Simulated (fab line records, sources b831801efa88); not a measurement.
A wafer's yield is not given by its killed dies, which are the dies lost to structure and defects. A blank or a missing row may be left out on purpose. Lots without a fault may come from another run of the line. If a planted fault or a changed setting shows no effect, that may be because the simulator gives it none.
Split-lot trial    flow gf180mcu    23 wafers read across 5 lots, on a route 602 steps long

== ON THE SPLIT ==
At GF_HV_LDD_DEVELOP_18 (develop time 60 s), the setting dev_temp_c was moved away from the recipe's 23 C on 5 of the 23 wafers read, by -14.2% to -12.4%. For the rest of the wafers, this setting stayed at what the recipe calls for.

The file shows no step between the split and the reading.

== THE READING ==
At GF_HV_LDD_CD_MEAS_19: cd_nm in nanometres, against a target cd of 400 nm. Fault-free wafers of this fab line usually give 400.6 nm, standard deviation 1.9 nm.

wafer   tool, chamber at the split  dev_temp_c as run, C  against the recipe  cd_nm, nm  against lot-mates on the recipe
L074.1  litho_track-03, 0           20.14                 -12.4%              409.1      +8.2
L074.2  litho_track-03, 0           23                    recipe              399.6      -
L074.3  litho_track-03, 0           23                    recipe              404.0      -
L074.4  litho_track-03, 0           23                    recipe              399.1      -
L074.5  litho_track-03, 0           20.14                 -12.4%              410.1      +9.2
L077.1  litho_track-03, 0           23                    recipe              398.9      -
L077.2  litho_track-03, 0           23                    recipe              402.2      -
L077.4  litho_track-03, 0           23                    recipe              400.6      -
L077.5  litho_track-03, 0           23                    recipe              401.6      -
L077.6  litho_track-03, 0           23                    recipe              400.6      -
L081.1  litho_track-04, 0           23                    recipe              402.3      -
L081.2  litho_track-04, 0           23                    recipe              399.4      -
L081.3  litho_track-04, 0           23                    recipe              400.5      -
L081.5  litho_track-04, 0           23                    recipe              401.6      -
L081.6  litho_track-04, 0           23                    recipe              399.4      -
L082.2  litho_track-02, 0           23                    recipe              401.2      -
L082.3  litho_track-02, 0           23                    recipe              402.6      -
L082.5  litho_track-02, 0           23                    recipe              401.1      -
L084.1  litho_track-02, 0           23                    recipe              401.3      -
L084.2  litho_track-02, 0           19.74                 -14.2%              412.7      +12.1
L084.3  litho_track-02, 0           19.74                 -14.2%              409.8      +9.2
L084.4  litho_track-02, 0           19.74                 -14.2%              409.9      +9.3
L084.5  litho_track-02, 0           23                    recipe              399.8      -

THE FIT
A straight line over all 23 wafers: cd_nm changes by -0.7 nm for each +1% of dev_temp_c; r = -0.95; the points scatter about the line by 1.4 nm.
The same after taking each lot's own level away (the mean of its wafers on the recipe; 23 wafers): -0.715 nm for each +1%; r = -0.95; scatter 1.3 nm.
According to that fit, moving dev_temp_c by its largest amount changes the reading by 10 nm.
Across the lots, their own levels run from 400.55 to 401.63 nm, a range of 0.6 times the standard deviation given above.
The two slopes agree, so the slope changes little with the lot-to-lot level.
Check: for one of the wafers moved furthest among these (-14.2%), held out of the fit, the line's prediction against its lot-mates is +9.57 nm. Against them it came out at +12.1 nm.

== FURTHER SPLITS ON THESE WAFERS ==
These wafers also went through other splits before the reading. Each is held against what the fit with the lots' levels taken away leaves over:
other split on the same wafers       wafers away from the commonest value  r with cd_nm (lot level and that fit taken away)
GF_DUAL_GATE_COAT_06 spin_rpm        9                                     +0.29
GF_DUAL_GATE_STRIP_13 power_w        10                                    -0.10
GF_HV_LDD_DEVELOP_06 develop_time_s  9                                     -0.42
GF_HV_LDD_COAT_14 spin_rpm           5                                     +0.28

== FILE'S OWN FIT ==
cd_nm changes by -0.71 nm for each +1% of dev_temp_c, r = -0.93.
